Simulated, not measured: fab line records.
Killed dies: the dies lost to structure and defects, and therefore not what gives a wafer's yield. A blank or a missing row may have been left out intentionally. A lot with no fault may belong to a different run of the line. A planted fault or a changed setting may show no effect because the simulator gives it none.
Lot-split experiment    flow sky130    23 wafers read across 5 lots, on a route 708 steps long

THE SPLIT
At SKY_PASSIVATION_COAT_06 (resist thk 3000 nm), the setting spin-rpm was moved away from the recipe's 2000 rpm on 6 of the 23 wafers read, by +5.8% to +7.2%. This setting was run at the recipe's value on the other wafers.

FROM THE SPLIT TO THE READING: what the file shows between them, 4 steps
- SKY_PASSIVATION_SOFTBAKE_07
- SKY_PASSIVATION_EXPOSE_08: exposes mask NSM, target cd 3000 nm
- SKY_PASSIVATION_PEB_09
- SKY_PASSIVATION_DEVELOP_10: develop time 61.78 s

THE READING
coat_of_PASSIVATION_COAT_06.thk-nm (the simulator's own value, which no gauge read), in nm, at SKY_PASSIVATION_ETCH_11 (etches the open film in CF4/O2, stops on AlCu, target depth 725 nm, time 161.1 s). There is no usual value for it anywhere in the file. The 17 wafers here that ran the recipe average 2515 nm, standard deviation 15 nm.

wafer   tool, chamber at the split  spin-rpm as run, rpm  against the recipe  coat_of_PASSIVATION_COAT_06.thk-nm, nm  against lot-mates on the recipe
L074.1  litho-track-01, 0           2000                  recipe              2534                                    -
L074.2  litho-track-01, 0           2144                  +7.2%               2419                                    -90
L074.3  litho-track-01, 0           2000                  recipe              2483                                    -
L074.4  litho-track-01, 0           2144                  +7.2%               2412                                    -96
L074.5  litho-track-01, 0           2144                  +7.2%               2418                                    -90
L076.1  litho-track-03, 0           2000                  recipe              2524                                    -
L076.2  litho-track-03, 0           2000                  recipe              2548                                    -
L076.3  litho-track-03, 0           2000                  recipe              2520                                    -
L076.5  litho-track-03, 0           2000                  recipe              2523                                    -
L076.6  litho-track-03, 0           2000                  recipe              2501                                    -
L081.1  litho-track-02, 0           2000                  recipe              2510                                    -
L081.6  litho-track-02, 0           2000                  recipe              2510                                    -
L081.2  litho-track-02, 0           2000                  recipe              2504                                    -
L081.3  litho-track-02, 0           2000                  recipe              2497                                    -
L081.5  litho-track-02, 0           2000                  recipe              2513                                    -
L083.2  litho-track-01, 0           2000                  recipe              2535                                    -
L083.3  litho-track-01, 0           2115                  +5.8%               2435                                    -88
L083.4  litho-track-01, 0           2000                  recipe              2510                                    -
L083.5  litho-track-01, 0           2115                  +5.8%               2429                                    -94
L083.6  litho-track-01, 0           2115                  +5.8%               2446                                    -76
L084.1  litho-track-01, 0           2000                  recipe              2505                                    -
L084.2  litho-track-01, 0           2000                  recipe              2518                                    -
L084.5  litho-track-01, 0           2000                  recipe              2515                                    -

FIT RESULTS
A straight line over all 23 wafers: coat_of_PASSIVATION_COAT_06.thk-nm changes by -13.6 nm for each +1% of spin-rpm; r = -0.95; the points scatter about the line by 14 nm.
The same after taking each lot's own level away (the mean of its wafers on the recipe; 23 wafers): -13.6 nm for each +1%; r = -0.95; scatter 13 nm.
Per that fit: largest spin-rpm move, reading shift of 98 nm.
Measured against the standard deviation above, the lots' own levels, which go from 2506.8 to 2523.2 nm, span 1.1 times it.
Consequently the slope shifts little with the lot-to-lot level, the two slopes agreeing.
Check: with one of the wafers moved furthest among these (+7.2%) left out of the fit, the line predicts -100 nm for it against its lot-mates. Against them it came out at -89.5 nm.

THE WHOLE CHAIN: every reading that the file lists as answering this split, in the file's order
step                      what it does                                                                      reading                                                                              change (the file's fit)               r (the file's)
SKY_PASSIVATION_COAT_06   resist thk 3000 nm                                                                coat_of_PASSIVATION_COAT_06.thk-nm (the simulator's own value, which no gauge read)  -14.9 nm for each +1% of the setting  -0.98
SKY_PASSIVATION_ETCH_11   etches the open film in CF4/O2, stops on AlCu, target depth 725 nm, time 161.1 s  coat_of_PASSIVATION_COAT_06.thk-nm (the simulator's own value, which no gauge read)  -13.6 nm for each +1% of the setting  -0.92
SKY_PASSIVATION_STRIP_12  strips in O2/N2                                                                   strip-time-to-endpoint-s                                                             withheld for each +1% of the setting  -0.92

FILE'S OWN FIT
coat_of_PASSIVATION_COAT_06.thk-nm changes by -13.6 nm for each +1% of spin-rpm, r = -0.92.
